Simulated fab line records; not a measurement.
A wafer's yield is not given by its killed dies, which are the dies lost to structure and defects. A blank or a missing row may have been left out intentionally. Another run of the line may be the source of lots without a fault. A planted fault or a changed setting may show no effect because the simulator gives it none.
Struck lot and sound lot, side by side -- flow sky130 -- 29 out of 708 route steps
Sound: the wafers L140.2, L140.3, L140.6. Struck: wafers L142.2, L142.3, L142.5. The cause is given at the end.
Order at every step that has rows: each side's tool, ch and its chambers, its first start. Under that, the readings that differ: sound wafers -- struck wafers -- difference of the means -- sigmas: that difference in standard deviations of wafers without a fault.
alike: readings with means less than 2 such deviations apart, plus words and numbers identical on both sides. not compared: withheld readings, readings lacking a value on some wafer, bounds such as >300 that could conceal the same value, and numbers that have no deviation in the record and whose values overlap.
A row with sigmas, a row that says differs or no value, or rows on one side alone: a step with any of these is where the two part. When numbers do not overlap yet have no deviation, they are printed without sigmas and do not part them. A reading missing from all wafers of one side parts the sides only when that side holds two or more wafers.

SKY_PWDE_STRIP_09: strips in O2/N2.
  sound on plasmaAsher-02 ch 0,1, day 4 03:04; struck on plasmaAsher-04 ch 0, day 4 12:19
  alike: drypumpMotorCurrentA, o2FlowSccm, oesProductAu, stripTimeToEndpointS
  not compared: rfHoursCounterH
SKY_PWDE_TW_MEAS_10:
  struck on filmMetro-01, day 4 12:26; sound on filmMetro-01, day 4 03:11
  alike: PWDE_TW
then, 7 steps without rows for these wafers: SKY_NWELL_DEHYDRATE_03 (time 60 s); SKY_NWELL_HMDS_04 (prime time 60 s); SKY_NWELL_COAT_05 (resist thk 3000 nm); SKY_NWELL_SOFTBAKE_06; SKY_NWELL_EXPOSE_07 (exposes mask NWM, target cd 840 nm); SKY_NWELL_PEB_08; SKY_NWELL_DEVELOP_09 (develop time 60 s).
SKY_NWELL_OVL_MEAS_10:
  struck on overlay-02, day 5 06:22; sound on overlay-01, day 4 20:57
  alike: NWELL_00_OVL
then, 2 steps without rows for these wafers: SKY_NWELL_IMPLANT_11; SKY_NWELL_IMPLANT_12.
SKY_NWELL_IMPLANT_13:
  sound on implanter-02 ch 0, day 4 21:18; struck on implanter-03, day 5 06:43
  no value came back on the struck wafers for beamEnergyKeV, beamOnS (s); on the sound wafers beamEnergyKeV reads 49.996 49.986 49.978
SKY_NWELL_STRIP_14: strips in O2/N2.
  sound on plasmaAsher-01 ch 0,1, day 4 21:26; struck on plasmaAsher-01 ch 0,1, day 5 06:51
  alike: drypumpMotorCurrentA, o2FlowSccm, oesProductAu, stripTimeToEndpointS
  not compared: rfHoursCounterH
SKY_NWELL_TW_MEAS_15:
  struck on filmMetro-01, day 5 06:58; sound on filmMetro-04, day 4 21:32
  alike: NWELL_TW
then, 7 steps without rows for these wafers: SKY_NWELL_DEHYDRATE_16 (time 60 s); SKY_NWELL_HMDS_17 (prime time 60 s); SKY_NWELL_COAT_18 (resist thk 3000 nm); SKY_NWELL_SOFTBAKE_19; SKY_NWELL_EXPOSE_20 (exposes mask NWM COMPLEMENT, target cd 840 nm); SKY_NWELL_PEB_21; SKY_NWELL_DEVELOP_22 (develop time 60 s).
SKY_NWELL_OVL_MEAS_23:
  struck on overlay-02, day 6 00:55; sound on overlay-01, day 5 15:14
  alike: NWELL_01_OVL
then, 1 step without rows for these wafers: SKY_NWELL_IMPLANT_24.
SKY_NWELL_STRIP_25: strips in O2/N2.
  sound on plasmaAsher-04 ch 0, day 5 15:25; struck on plasmaAsher-03 ch 0,1, day 6 01:06
  alike: drypumpMotorCurrentA, o2FlowSccm, oesProductAu, stripTimeToEndpointS
  not compared: rfHoursCounterH
SKY_NWELL_TW_MEAS_26:
  struck on filmMetro-02, day 6 01:13; sound on filmMetro-04, day 5 15:31
  alike: NWELL_2_TW
then, 1 step without rows for these wafers: SKY_NWELL_CLEAN_27 (cleans in SC1/SC2, time 150 s).
SKY_NWELL_RTA_28: time 30 s.
  sound on rtpAnneal-01 ch 0, day 5 15:38; struck on rtpAnneal-02 ch 0, day 6 01:20
  alike: lampPowerPct, wafer_temp_C_max
SKY_NWELL_RS_MEAS_29: measures by four-point-probe.
  struck on filmMetro-01, day 6 01:26; sound on filmMetro-02, day 5 15:44
reading,sound,struck,difference,sigmas
NWELL_RS (ohm/sq),622.6 625.2 624.4,647.6 649.2 649.3,+24.6,+13

## WHERE THEY PART
First at SKY_NWELL_IMPLANT_13; last, within this record, at SKY_NWELL_RS_MEAS_29.

WHY: what the simulator had put in
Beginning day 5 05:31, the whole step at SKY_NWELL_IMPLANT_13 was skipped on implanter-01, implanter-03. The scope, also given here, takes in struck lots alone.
